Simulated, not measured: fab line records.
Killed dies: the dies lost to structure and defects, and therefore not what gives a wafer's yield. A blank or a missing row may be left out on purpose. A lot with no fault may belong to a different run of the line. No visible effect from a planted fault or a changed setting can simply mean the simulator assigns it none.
Problem report in the 8D (eight disciplines) form, filled by code	flow sky130	the parts of the form that need people (team, actions taken, sign-off) are left out

== 1. WHAT IS WRONG ==
developer_temp_C at SKY_VT_ADJUST_HVTR_DEVELOP_06 reads a mean of 22.05 C on 9 wafers of 3 lots; wafers without a fault read 22.99 C with a standard deviation of 0.11. That puts it -8.5 standard deviations away from the usual mean.
The step: develop time 60 s.
The first sign was on wafer L148.2 at day 15 09:10, on litho_track-01. Wafers with a number at this step in the record: 39, from 13 lots. By rule, "out" or "out of limits" means more than 4 standard deviations away from the usual mean. All remaining wafers that have a number are taken as sound.

== 2. WHAT IT IS, WHAT IT ISN'T ==
question	is	is not
which readings at this step	developer_temp_C	-
which lots	L148, L149, L151	L130, L131, L132, L134, L136, L138, L139, L140, L152, L153
which wafers of those lots	all that have a number	-
read on which tools	litho_track-01	litho_track-02, litho_track-03
when	from day 15 09:10	up to then (24 sound wafers); but 6 sound wafers of L152, L153 came after

== 3. THE SUSPECTS, EACH WITH WHAT RULES IT OUT ==
Counting: a tool at any process step up to the reading remains a suspect when it ran all the lots that are out and ran no sound lot after the first of those.
- plasma_asher-02 at SKY_VT_ADJUST_NCORE_STRIP_10 (strips in O2/N2): ruled out as a lasting fault. Following L148 (day 14 06:58), the first lot on it that is out, the sound lots L152, L153 were run on it.
- litho_track-01 at SKY_VT_ADJUST_HVTR_DEVELOP_06 (develop time 60 s): kept. It ran every lot that is out, first L148 (day 15 09:10), and no sound lot after that; its last sound lot up to then is L140 (day 12 10:39). Its own readings are out on those wafers: developer_temp_C.
Left after counting: litho_track-01 at SKY_VT_ADJUST_HVTR_DEVELOP_06.

== 4. THE CAUSE (what the simulator had put in) ==
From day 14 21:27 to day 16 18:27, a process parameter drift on litho_track-01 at SKY_VT_ADJUST_HVTR_DEVELOP_06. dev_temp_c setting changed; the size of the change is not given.
Only this tool survived the counting.

== 5. THE CHAIN OF EFFECTS, in route order ==
Each row: a reading whose mean over the struck wafers that have a number lies more than 3 standard deviations from the usual. Scope: only readings with a usual standard deviation given in the record; hours: median across lots of the time from each lot's start at the first step in this table that gives one to its start at this step; sigmas: change in usual standard deviations.
hours	step	reading	usual	on struck wafers	change	sigmas
0	SKY_VT_ADJUST_HVTR_DEVELOP_06	developer_temp_C	22.99 C	22.05	-0.94	-8.5
Here are the process steps it includes:
- SKY_VT_ADJUST_HVTR_DEVELOP_06: develop time 60 s.
At these later measuring or inspecting steps, every struck wafer for which the step has a row has a number for every such reading, and none has moved that far: SKY_VT_ADJUST_HVTR_CD_MEAS_07, SKY_VT_ADJUST_PCH_TW_MEAS_10.

== 6. HOW IT WOULD HAVE BEEN CAUGHT EARLIER ==
12 hours passed between the start of the fault at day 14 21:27 and the first reading out of limits in this record, taken at day 15 09:10.
